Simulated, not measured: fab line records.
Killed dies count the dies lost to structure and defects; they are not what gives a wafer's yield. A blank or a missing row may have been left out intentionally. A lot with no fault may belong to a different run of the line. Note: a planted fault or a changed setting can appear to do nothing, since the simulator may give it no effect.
Chamber matching / flow gf180mcu / GF_V1_CVD_02 on pecvd-03 has 3 sister chambers
The step deposits SiO2 from TEOS, target thk 850 nm, time 94.851 s. 6 wafers are shown with their chamber, then 7 later ones without.

== WAFERS, EACH WITH ITS CHAMBER ==
wafer=L215.5; chamber=2; heater power outer w (W)=427; heater power w (W)=704
wafer=L218.1; chamber=1; heater power outer w (W)=402; heater power w (W)=696
wafer=L218.5; chamber=1; heater power outer w (W)=433; heater power w (W)=726
wafer=L218.6; chamber=0; heater power outer w (W)=311; heater power w (W)=617
wafer=L221.1; chamber=0; heater power outer w (W)=327; heater power w (W)=636
wafer=L221.2; chamber=2; heater power outer w (W)=420; heater power w (W)=682

== WAFERS MISSING THEIR CHAMBER ==
wafer=L221.4; heater power outer w (W)=377; heater power w (W)=670
wafer=L228.3; heater power outer w (W)=390; heater power w (W)=726
wafer=L228.4; heater power outer w (W)=462; heater power w (W)=775
wafer=L228.5; heater power outer w (W)=452; heater power w (W)=747
wafer=L230.1; heater power outer w (W)=450; heater power w (W)=779
wafer=L230.2; heater power outer w (W)=440; heater power w (W)=729
wafer=L230.3; heater power outer w (W)=349; heater power w (W)=679

== WHICH CHAMBER EACH ONE RAN IN ==
wafer=L221.4; from the rows above=can't be placed: 2 or 1 or 0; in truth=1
wafer=L228.3; from the rows above=can't be placed: 1 or 2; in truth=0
wafer=L228.4; from the rows above=can't be placed: 1 or 2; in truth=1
wafer=L228.5; from the rows above=can't be placed: 1 or 2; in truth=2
wafer=L230.1; from the rows above=can't be placed: 1 or 2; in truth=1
wafer=L230.2; from the rows above=can't be placed: 1 or 2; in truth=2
wafer=L230.3; from the rows above=can't be placed: 0 or 1 or 2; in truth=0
Correctly placed: 0 of 7. These rows do not allow placing 7 (true chamber among the candidates in 6). Wrongly placed: 0.
How it was worked out, from the rows above alone: a wafer's distance from a chamber is the root of the sum, over the readings, of the square of ((its reading less the chamber's mean) divided by the reading's scatter). If the next closest chamber is less than 2 further off than the closest, the wafer can't be placed; otherwise it belongs to the closest. The mean given for a chamber averages the wafers shown for that chamber. How the scatter is found: for the shown wafers, subtract from each reading the mean of its chamber, square and add these, divide the total by (wafers less chambers), then take the root.
